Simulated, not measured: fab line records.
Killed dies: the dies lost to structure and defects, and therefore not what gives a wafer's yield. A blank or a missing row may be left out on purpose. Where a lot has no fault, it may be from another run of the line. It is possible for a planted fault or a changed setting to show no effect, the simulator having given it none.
fab line records	flow gf180mcu
record: lots: 14	wafers: 42	last-day: 34
route steps=602 shown HV_LDD@185 NSD@243 SAB@274 M1@319
lots with no fault: from the same line, run without faults
start-h: the number of hours between the record's first day and the start of the first shown wafer of the lot	wait-h: hours elapsed since this lot's preceding step	" identical to the entry in the row above	L1.1+2: a row that stands for several wafers	- no value, or no start was given	* or withheld: withheld	< > ~ a bound
route shown NAME@n: names a module that has steps shown in the file, with the first one's number in the route	usual: mean/standard deviation taken from wafers without a fault	same: alike in all rows	chamber/n: place in a boat	sites: readings site by site	_std_site: the values' standard deviation	_edge_site: mean of outer sites minus mean of inner sites	radius-mm: for every site, how far away it sits from the centre of the wafer	mask NAME#n: copy n	behind: the tool/chamber that last shaped the wafer	hold: why the lot was held/for how many hours/how that ended	device: the n, p or np transistor that did not switch	end of line: at the end of the route, the tests of the same wafers	step lacking rows: just its recipe	killed: at the first sort, the dies lost to defects and structure; wafer yield is something else	map: a wafer's dies, marking killed ones x, the rest . and places with no die _
set.NAME: the setting the step ran with; set.NAME@STEP: the setting that earlier step ran with	model.NAME: the simulator's own value behind a step, which no gauge read
a sample of lots followed through the steps of the route, with each step as a table and each wafer as a row
services: a tool's chamber out of use, with start hour (start-h, from the record's first day; less than 0 if before it), hours out, and reason
== steps ==
step: GF_HV_LDD_IMPLANT_09
recipe: species: As	energy-kev: 40	dose-cm2: 1e+14	tilt-deg: 7
lot.wafer	tool	chamber	start-h	wait-h
L567.1+4+5	implanter-01	0	230.05	0.0
L568.2+5+6	implanter-03	0	235.07	0.0
L569.1+3+5	implanter-03	0	242.81	0.0
L570.2+3+4	implanter-01	0	255.42	0.0
L573.1+4+6	implanter-01	0	276.79	0.0
L574.1+2+6	implanter-01	0	281.91	0.0
L574.1+2+6	implanter-01	0	282.23	0.3
L575.3+4+6	implanter-04	0	296.41	0.1
L575.3+4+6	implanter-04	0	296.73	0.3
L577.2+5+6	implanter-04	0	303.02	0.0
L583.2+3+4	implanter-01	0	346.77	0.0
L584.1+2+6	implanter-04	0	357.70	0.0
L585.2+4+5	implanter-04	0	366.98	0.2
L586.4+5+6	implanter-04	0	371.62	0.1
L587.1+3+4	implanter-04	0	381.55	0.0
L588.1+2+3	implanter-04	0	385.09	0.0
step: GF_HV_LDD_TW_MEAS_11
usual: HV_LDD_TW: 2422/11
lot.wafer	tool	chamber	start-h	wait-h	HV_LDD_TW
L567.1	film-metro-04	-	230.30	0.1	2439
L567.4	"	-	"	"	2444
L567.5	"	-	"	"	2434
L568.2	film-metro-02	-	235.30	0.1	2439
L568.5	"	-	"	"	2420
L568.6	"	-	"	"	2428
L569.1	film-metro-02	-	243.06	0.1	2411
L569.3	"	-	"	"	2432
L569.5	"	-	"	"	2414
L570.2	film-metro-03	-	255.65	0.1	2431
L570.3	"	-	"	"	2414
L570.4	"	-	"	"	2422
L573.1	film-metro-04	-	277.04	0.1	2416
L573.4	"	-	"	"	2433
L573.6	"	-	"	"	2423
L574.1	film-metro-02	-	282.48	0.1	2870
L574.2	"	-	"	"	2863
L574.6	"	-	"	"	2873
L575.3	film-metro-02	-	296.98	0.1	2866
L575.4	"	-	"	"	2869
L575.6	"	-	"	"	2859
L577.2	film-metro-03	-	303.26	0.1	2406
L577.5	"	-	"	"	2422
L577.6	"	-	"	"	2403
L583.2	film-metro-03	-	347.00	0.1	2426
L583.3	"	-	"	"	2412
L583.4	"	-	"	"	2410
L584.1	film-metro-02	-	357.95	0.1	2421
L584.2	"	-	"	"	2430
L584.6	"	-	"	"	2433
L585.2	film-metro-04	-	367.21	0.1	2433
L585.4	"	-	"	"	2424
L585.5	"	-	"	"	2424
L586.4	film-metro-03	-	371.83	0.1	2410
L586.5	"	-	"	"	2396
L586.6	"	-	"	"	2409
L587.1	film-metro-02	-	381.80	0.1	2423
L587.3	"	-	"	"	2411
L587.4	"	-	"	"	2415
L588.1	film-metro-02	-	385.34	0.1	2428
L588.2	"	-	"	"	2419
L588.3	"	-	"	"	2414
step: GF_HV_LDD_RS_MEAS_53
recipe: thk-meas-gauge: four-point-probe
usual: HV_LDD_RS: 418.1/0.93
lot.wafer	tool	chamber	start-h	wait-h	HV_LDD_RS[ohm/sq]
L567.1	film-metro-02	-	288.35	0.1	418.1
L567.4	"	-	"	"	416.9
L567.5	"	-	"	"	416.3
L568.2	film-metro-04	-	292.51	0.1	418.6
L568.5	"	-	"	"	419.2
L568.6	"	-	"	"	416.9
L569.1	film-metro-03	-	302.69	0.1	416.9
L569.3	"	-	"	"	417.2
L569.5	"	-	"	"	416.5
L570.2	film-metro-02	-	316.80	0.1	417.4
L570.3	"	-	"	"	417.5
L570.4	"	-	"	"	418.5
L573.1	film-metro-03	-	339.98	0.1	419.0
L573.4	"	-	"	"	419.4
L573.6	"	-	"	"	419.1
L574.1	film-metro-03	-	344.23	0.1	312.2
L574.2	"	-	"	"	312.3
L574.6	"	-	"	"	312.3
L575.3	film-metro-04	-	361.01	0.1	314.2
L575.4	"	-	"	"	312.4
L575.6	"	-	"	"	313.1
L577.2	film-metro-03	-	368.69	0.1	416.9
L577.5	"	-	"	"	417.6
L577.6	"	-	"	"	418.3
L583.2	film-metro-02	-	415.99	0.1	419.2
L583.3	"	-	"	"	419.1
L583.4	"	-	"	"	417.6
L584.1	film-metro-04	-	428.19	0.1	418.8
L584.2	"	-	"	"	417.3
L584.6	"	-	"	"	418.0
L585.2	film-metro-04	-	437.69	0.1	418.3
L585.4	"	-	"	"	419.2
L585.5	"	-	"	"	419.4
L586.4	film-metro-04	-	443.89	0.1	416.7
L586.5	"	-	"	"	417.8
L586.6	"	-	"	"	417.9
L587.1	film-metro-03	-	455.33	0.1	417.5
L587.3	"	-	"	"	417.2
L587.4	"	-	"	"	416.6
L588.1	film-metro-04	-	457.53	0.1	419.2
L588.2	"	-	"	"	418.5
L588.3	"	-	"	"	419.3
step: GF_NSD_OVL_MEAS_08
usual: NSD_OVL: -0.6/1.2
lot.wafer	tool	chamber	start-h	wait-h	NSD_OVL[nm]
L567.1	overlay-02	-	311.11	0.1	-0.5
L567.4	"	-	"	"	-0.9
L567.5	"	-	"	"	-1.2
L568.2	overlay-02	-	314.91	0.1	-0.4
L568.5	"	-	"	"	0.4
L568.6	"	-	"	"	-0.6
L569.1	overlay-01	-	326.44	0.1	0.1
L569.3	"	-	"	"	-1.3
L569.5	"	-	"	"	0.2
L570.2	overlay-01	-	341.02	0.1	-0.3
L570.3	"	-	"	"	0.7
L570.4	"	-	"	"	0.6
L573.1	overlay-01	-	364.61	0.1	-1.0
L573.4	"	-	"	"	1.8
L573.6	"	-	"	"	0.3
L574.1	overlay-02	-	368.89	0.1	-1.0
L574.2	"	-	"	"	1.6
L574.6	"	-	"	"	1.3
L575.3	overlay-01	-	386.70	0.1	0.9
L575.4	"	-	"	"	1.4
L575.6	"	-	"	"	0.7
L577.2	overlay-01	-	394.44	0.1	-0.4
L577.5	"	-	"	"	0.2
L577.6	"	-	"	"	-0.3
L583.2	overlay-02	-	442.76	0.1	1.2
L583.3	"	-	"	"	-0.1
L583.4	"	-	"	"	-1.1
L584.1	overlay-01	-	455.61	0.1	-1.6
L584.2	"	-	"	"	-1.7
L584.6	"	-	"	"	-1.7
L585.2	overlay-01	-	464.24	0.1	-0.1
L585.4	"	-	"	"	-0.9
L585.5	"	-	"	"	-0.1
L586.4	overlay-02	-	470.75	0.1	-0.2
L586.5	"	-	"	"	-0.4
L586.6	"	-	"	"	-0.6
L587.1	overlay-02	-	482.44	0.1	-1.3
L587.3	"	-	"	"	-0.7
L587.4	"	-	"	"	-0.1
L588.1	overlay-01	-	484.29	0.1	-2.6
L588.2	"	-	"	"	-3.6
L588.3	"	-	"	"	-0.6
step: GF_SAB_OVL_MEAS_10
usual: SAB_OVL: 0.9/1.3
lot.wafer	tool	chamber	start-h	wait-h	SAB_OVL[nm]
L567.1	overlay-02	-	354.42	0.1	0.2
L567.4	"	-	"	"	0.5
L567.5	"	-	"	"	0.7
L568.2	overlay-01	-	358.94	0.1	0.1
L568.5	"	-	"	"	1.1
L568.6	"	-	"	"	1.2
L569.1	overlay-01	-	370.79	0.1	-1.2
L569.3	"	-	"	"	0.6
L569.5	"	-	"	"	0.4
L570.2	overlay-01	-	386.23	0.1	-0.2
L570.3	"	-	"	"	0.3
L570.4	"	-	"	"	-0.7
L573.1	overlay-01	-	411.86	0.1	0.4
L573.4	"	-	"	"	1.2
L573.6	"	-	"	"	2.5
L574.1	overlay-01	-	416.34	0.1	2.8
L574.2	"	-	"	"	2.7
L574.6	"	-	"	"	2.1
L575.3	overlay-02	-	434.17	0.1	1.4
L575.4	"	-	"	"	-1.1
L575.6	"	-	"	"	2.0
L577.2	overlay-02	-	443.68	0.1	0.3
L577.5	"	-	"	"	4.1
L577.6	"	-	"	"	3.5
L583.2	overlay-02	-	492.51	0.1	2.0
L583.3	"	-	"	"	-0.2
L583.4	"	-	"	"	0.5
L584.1	overlay-02	-	504.57	0.1	0.1
L584.2	"	-	"	"	0.2
L584.6	"	-	"	"	0.0
L585.2	overlay-01	-	512.54	0.1	0.8
L585.4	"	-	"	"	-0.4
L585.5	"	-	"	"	1.4
L586.4	overlay-01	-	519.55	0.1	1.2
L586.5	"	-	"	"	2.4
L586.6	"	-	"	"	1.6
L587.1	overlay-01	-	529.81	0.1	2.6
L587.3	"	-	"	"	1.7
L587.4	"	-	"	"	1.5
L588.1	overlay-02	-	531.59	0.1	-1.3
L588.2	"	-	"	"	1.4
L588.3	"	-	"	"	2.5
step: GF_M1_SPUTTER_04
recipe: material: TiN	target-thk-nm: 50	power-w: 6500	time-s: 41.7	chamber-pressure-pa: 0.4
usual: throttle-valve-pct: 29.6/0.77
lot.wafer	tool	chamber	start-h	wait-h	throttle-valve-pct
L567.1	pvd-sputter-02	-	379.68	0.0	28.6
L567.4	"	-	"	"	30.0
L567.5	"	-	"	"	29.9
L568.2	pvd-sputter-02	-	384.22	0.0	30.1
L568.5	"	-	"	"	28.5
L568.6	"	-	"	"	30.2
L569.1	pvd-sputter-01	-	397.32	0.0	31.7
L569.3	"	-	"	"	30.3
L569.5	"	-	"	"	31.7
L570.2	pvd-sputter-03	-	412.47	0.0	29.2
L570.3	"	-	"	"	28.8
L570.4	"	-	"	"	30.0
L573.1	pvd-sputter-03	-	438.74	0.0	30.0
L573.4	"	-	"	"	28.9
L573.6	"	-	"	"	29.2
L574.1	pvd-sputter-02	-	443.58	0.0	28.5
L574.2	"	-	"	"	29.1
L574.6	"	-	"	"	29.7
L575.3	pvd-sputter-03	-	461.83	0.0	29.1
L575.4	"	-	"	"	29.5
L575.6	"	-	"	"	29.2
L577.2	pvd-sputter-02	-	470.77	0.0	29.0
L577.5	"	-	"	"	30.4
L577.6	"	-	"	"	30.1
L583.2	pvd-sputter-03	-	519.58	0.0	30.1
L583.3	"	-	"	"	29.2
L583.4	"	-	"	"	29.4
L584.1	pvd-sputter-01	-	530.74	0.0	31.9
L584.2	"	-	"	"	30.4
L584.6	"	-	"	"	30.6
L585.2	pvd-sputter-02	-	538.30	0.0	28.7
L585.4	"	-	"	"	28.5
L585.5	"	-	"	"	28.5
L586.4	pvd-sputter-02	-	545.40	0.0	28.8
L586.5	"	-	"	"	30.4
L586.6	"	-	"	"	29.8
L587.1	pvd-sputter-02	-	555.88	0.0	30.0
L587.3	"	-	"	"	30.4
L587.4	"	-	"	"	29.0
L588.1	pvd-sputter-03	-	556.83	0.0	29.3
L588.2	"	-	"	"	29.3
L588.3	"	-	"	"	28.9
== services ==
tool	chamber	start-h	hours	kind
pvd-sputter-03	-	237.61	1.9	repair
pvd-sputter-02	-	247.39	5.5	repair
implanter-01	-	256.28	2.3	repair
implanter-04	-	282.33	8.0	pm
implanter-03	-	284.84	29.6	repair
pvd-sputter-02	-	285.48	38.4	repair
pvd-sputter-01	-	291.39	7.2	repair
pvd-sputter-02	-	292.51	14.4	repair
pvd-sputter-03	-	311.63	3.0	repair
implanter-01	-	324.73	1.9	repair
pvd-sputter-01	-	352.46	1.7	repair
implanter-04	-	367.30	3.9	repair
pvd-sputter-02	-	381.10	1.7	repair
implanter-04	-	387.54	1.9	repair
pvd-sputter-02	-	394.85	4.6	repair
pvd-sputter-02	-	407.13	5.5	repair
pvd-sputter-03	-	414.80	15.3	repair
pvd-sputter-03	-	417.07	2.0	repair
implanter-04	-	431.03	1.9	repair
implanter-01	-	439.23	4.8	pm
implanter-04	-	449.59	3.7	repair
pvd-sputter-03	-	451.74	9.8	repair
implanter-04	-	503.82	6.2	repair
implanter-04	-	525.36	4.0	pm
== key ==
first-sign: step: GF_HV_LDD_IMPLANT_09	reading: visit	direction: added
effect: step: GF_HV_LDD_TW_MEAS_11	reading: HV_LDD_TW	direction: up	sigmas: 39	usual: 2422	struck: 2867
effect: step: GF_HV_LDD_RS_MEAS_53	reading: HV_LDD_RS	direction: down	sigmas: 99+	usual: 418.1	struck: 312.7
met-at GF_HV_LDD_IMPLANT_09
struck-lots L574,L575
tester-left-out L574,L575
not-acting-at GF_NSD_OVL_MEAS_08,GF_SAB_OVL_MEAS_10,GF_M1_SPUTTER_04
fault: kind: repeated-step-whole	tool: implanter-01,implanter-03,implanter-04	chamber: -	onset-h: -	steps: GF_HV_LDD_IMPLANT_09	times: 1	scope: struck-lots-only
tester-left-out: of these lots the tester's yield and bins aren't shown, on N5 and GAA mostly nor the transistor test; their killed dies are dies lost to structure and defects alone, not to doping, threshold or leakage, so they don't give the yield
